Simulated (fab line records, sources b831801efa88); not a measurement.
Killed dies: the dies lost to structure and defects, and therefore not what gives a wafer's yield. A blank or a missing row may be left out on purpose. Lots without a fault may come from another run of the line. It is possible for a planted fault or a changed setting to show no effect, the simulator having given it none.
2 desks looking at one fault ; flow sky130 ; each desk holds nothing but its own numbers, with what lay behind them at the end

## THE TOOL OWNER'S DESK: pvdSputter-03
At SKY_LOCAL_INTERCONNECT_SPUTTER_00 (material TiN, target thk 100 nm, time 83.3 s) the tool's own readings: per lot run on this tool, the mean of the sampled wafers that have a number. The brackets show how far a lot's mean lies from the usual mean; more than 4 standard deviations puts the lot out of limits, marked OUT.
Columns: A = throttleValvePct at SKY_LOCAL_INTERCONNECT_SPUTTER_00, usual 30.0 %
lot;first seen here;A
L837;day 29 08:13;30.8
L842;day 30 19:29;29.9
L847;day 32 15:47;29.4
L851;day 33 21:01;30.7
L852;day 33 23:04;30.9
This desk's finding: nothing out of limits on any of the 5 lots.

## THE METROLOGY DESK
Means of the sampled wafers that have a number, per lot and without regard to the tool the lot ran on: this is what the gauges read. The brackets show how far a lot's mean lies from the usual mean; more than 4 standard deviations puts the lot out of limits, marked OUT.
Columns: A = SD_N_RS at SKY_SD_N_RS_MEAS_16, usual 68.52 ohm/sq; B = RES_XHIGH_RS at SKY_SD_N_RS_MEAS_18, usual 333.2 ohm/sq; C = LOCAL_INTERCONNECT_TIN_RS at SKY_LOCAL_INTERCONNECT_RS_MEAS_01, usual 14.13 ohm/sq; D = LOCAL_INTERCONNECT_TIN_THK at SKY_LOCAL_INTERCONNECT_THK_MEAS_02, usual 100.0 nm; E = LOCAL_INTERCONNECT_OVL at SKY_LOCAL_INTERCONNECT_OVL_MEAS_12, usual 1 nm
lot;first seen here;A;B;C;D;E
L837;day 28 01:57;68.72;333.9;14.12;99.6;-6
L838;day 28 03:58;68.57;333.5;13.91;102.3;4
L839;day 28 22:19;68.44;331.5;13.95;101.3;-3
L842;day 29 13:22;68.58;333.6;14.05;100.6;0
L843;day 31 02:15;68.40;332.4;13.91;101.2;7
L847;day 31 09:26;68.64;334.7;14.24;99.0;5
L849;day 31 23:35;68.50;330.9;13.94;101.2;-3
L851;day 32 15:55;68.57;334.2;14.83 (+4.4) OUT;96.2;2
L852;day 32 18:41;68.62;333.8;14.72;96.7;1
L855;day 34 01:31;68.50;331.5;14.21;99.8;-1
L858;day 34 16:54;68.34;333.8;14.13;100.4;-3
L860;day 35 06:52;68.51;334.8;14.19;100.4;4
Per this desk, out of limits: L851; the first was L851, day 33 21:06 (LOCAL_INTERCONNECT_TIN_RS at SKY_LOCAL_INTERCONNECT_RS_MEAS_01). In limits: L837, L838, L839, L842, L843, L847, L849, L852, L855, L858, L860.

## BROUGHT TOGETHER
At day 33 21:06 the metrology desk could have sounded an alarm, on L851.
The desk of the tool owner found nothing out of limits.
On record at the tool owner's desk: L851, within its limits.
All the named lots went through SKY_LOCAL_INTERCONNECT_SPUTTER_00 on pvdSputter-03.

## WHAT THE SIMULATOR PUT IN
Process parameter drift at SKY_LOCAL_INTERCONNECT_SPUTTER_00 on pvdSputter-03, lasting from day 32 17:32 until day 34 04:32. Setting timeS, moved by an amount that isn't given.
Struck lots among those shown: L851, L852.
Delay in hours, fault start to first out-of-limits reading, per desk: metrology desk 28.
